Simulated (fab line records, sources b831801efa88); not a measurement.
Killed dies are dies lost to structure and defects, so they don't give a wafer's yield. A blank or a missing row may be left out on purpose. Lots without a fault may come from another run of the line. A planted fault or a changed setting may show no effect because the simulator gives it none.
A struck lot beside a sound one | flow gf180mcu | 23 steps out of a route of 602
Sound: wafers L486.3, L486.5, L486.6. Struck: wafers L500.1, L500.3, L500.4. The cause comes at the end.
At each step with rows: each side's tool, then ch and its chambers, then its first start. Under that, the readings that differ: sound wafers | struck wafers | difference of the means | sigmas: that difference in standard deviations of wafers without a fault.
alike: readings whose means differ by less than 2 such deviations, and words and numbers that are the same on both sides. not compared: withheld readings, readings that some wafer has no value for, bounds like >300 that may hide the same value, and numbers for which the record gives no deviation and whose values overlap.
The two part at a step that has a row with sigmas, a row that says differs or no value, or rows on one side only. Numbers that don't overlap but have no deviation are shown without sigmas and don't part them. A reading that every wafer of one side lacks parts them only if that side has two wafers or more.

first, 2 steps without rows for these wafers: GF_HV_LDD_PEB_29; GF_HV_LDD_DEVELOP_30 (develop time 60 s).
GF_HV_LDD_CD_MEAS_31: target cd 400 nm.
  sound on cd_sem-01, day 12 18:00; struck on cd_sem-01, day 17 00:50
  reading    | sound             | struck            | difference | sigmas
  cd_nm (nm) | 399.8 398.0 398.6 | 402.1 403.8 403.3 | +4.3       | +2
GF_HV_LDD_OVL_MEAS_32:
  sound on overlay-01, day 12 18:05; struck on overlay-01, day 17 00:57
  alike: HV_LDD_02_OVL
then, 4 steps without rows for these wafers: GF_HV_LDD_IMPLANT_33; GF_HV_LDD_IMPLANT_34; GF_HV_LDD_IMPLANT_35; GF_HV_LDD_IMPLANT_36.
GF_HV_LDD_STRIP_37: strips in O2/N2.
  sound on plasma_asher-03 ch 0,1, day 12 18:45; struck on plasma_asher-02 ch 0,1, day 17 01:35
  alike: drypump_motor_current_A, heater_power_w, oes_product_au, strip_time_to_endpoint_s
  not compared: rf_hours_counter_h
GF_HV_LDD_TW_MEAS_38:
  sound on film_metro-03, day 12 18:50; struck on film_metro-04, day 17 01:41
  alike: HV_LDD_3_TW
then, 2 steps without rows for these wafers: GF_HV_LDD_DEHYDRATE_39 (time 60 s); GF_HV_LDD_HMDS_40 (prime time 60 s).
GF_HV_LDD_COAT_41: resist thk 1000 nm.
  sound on litho_track-04 ch 0, day 13 04:32; struck on litho_track-02 ch 0, day 17 12:39
  reading                                     | sound                | struck               | difference | sigmas
  spin_speed_rpm (rpm)                        | 3003.4 3002.8 3002.2 | 3292.1 3289.8 3289.4 | +287.6     | +99 or more
  model.NOVOLAK_of_HV_LDD_COAT_41.thk_nm (nm) | 1001 1001 998.9      | 953.2 953.6 956.8    | -45.8      |
then, 3 steps without rows for these wafers: GF_HV_LDD_SOFTBAKE_42 (time 60 s); GF_HV_LDD_EXPOSE_43 (exposes mask Pplus HV AREA, target cd 400 nm); GF_HV_LDD_PEB_44.
GF_HV_LDD_DEVELOP_45: develop time 60 s.
  sound on litho_track-02 ch 0, day 13 13:54; struck on litho_track-02 ch 0, day 18 00:45
  reading                                     | sound           | struck            | difference | sigmas
  model.NOVOLAK_of_HV_LDD_COAT_41.thk_nm (nm) | 1000 1000 998.5 | 952.8 953.1 956.4 | -45.4      |
  alike: developer_temp_C
GF_HV_LDD_CD_MEAS_46: target cd 400 nm.
  sound on cd_sem-01, day 13 14:02; struck on cd_sem-01, day 18 00:54
  alike: cd_nm
GF_HV_LDD_OVL_MEAS_47:
  sound on overlay-02, day 13 14:08; struck on overlay-02, day 18 01:01
  reading            | sound       | struck         | difference | sigmas
  HV_LDD_03_OVL (nm) | 0.8 1.5 2.5 | -2.4 -1.0 -2.7 | -3.6       | -3
then, 1 step without rows for these wafers: GF_HV_LDD_IMPLANT_48.
GF_HV_LDD_STRIP_49: strips in O2/N2.
  sound on plasma_asher-03 ch 0,1, day 13 14:20; struck on plasma_asher-02 ch 0,1, day 18 01:13
  reading                      | sound             | struck            | difference | sigmas
  strip_time_to_endpoint_s (s) | 12.65 12.63 12.62 | 12.08 12.10 12.13 | -0.53      | -15
  alike: drypump_motor_current_A, heater_power_w, oes_product_au
  not compared: rf_hours_counter_h
GF_HV_LDD_TW_MEAS_50:
  sound on film_metro-01, day 13 14:26; struck on film_metro-04, day 18 01:19
  alike: HV_LDD_4_TW
GF_PASSIVATION_PROBE_99:
  the record has rows for the sound wafers here (prober-02, day 30 04:20) and none for the struck ones

WHERE THEY PART
First at GF_HV_LDD_CD_MEAS_31; last, within this record, at GF_PASSIVATION_PROBE_99.

WHY: what the simulator had put in
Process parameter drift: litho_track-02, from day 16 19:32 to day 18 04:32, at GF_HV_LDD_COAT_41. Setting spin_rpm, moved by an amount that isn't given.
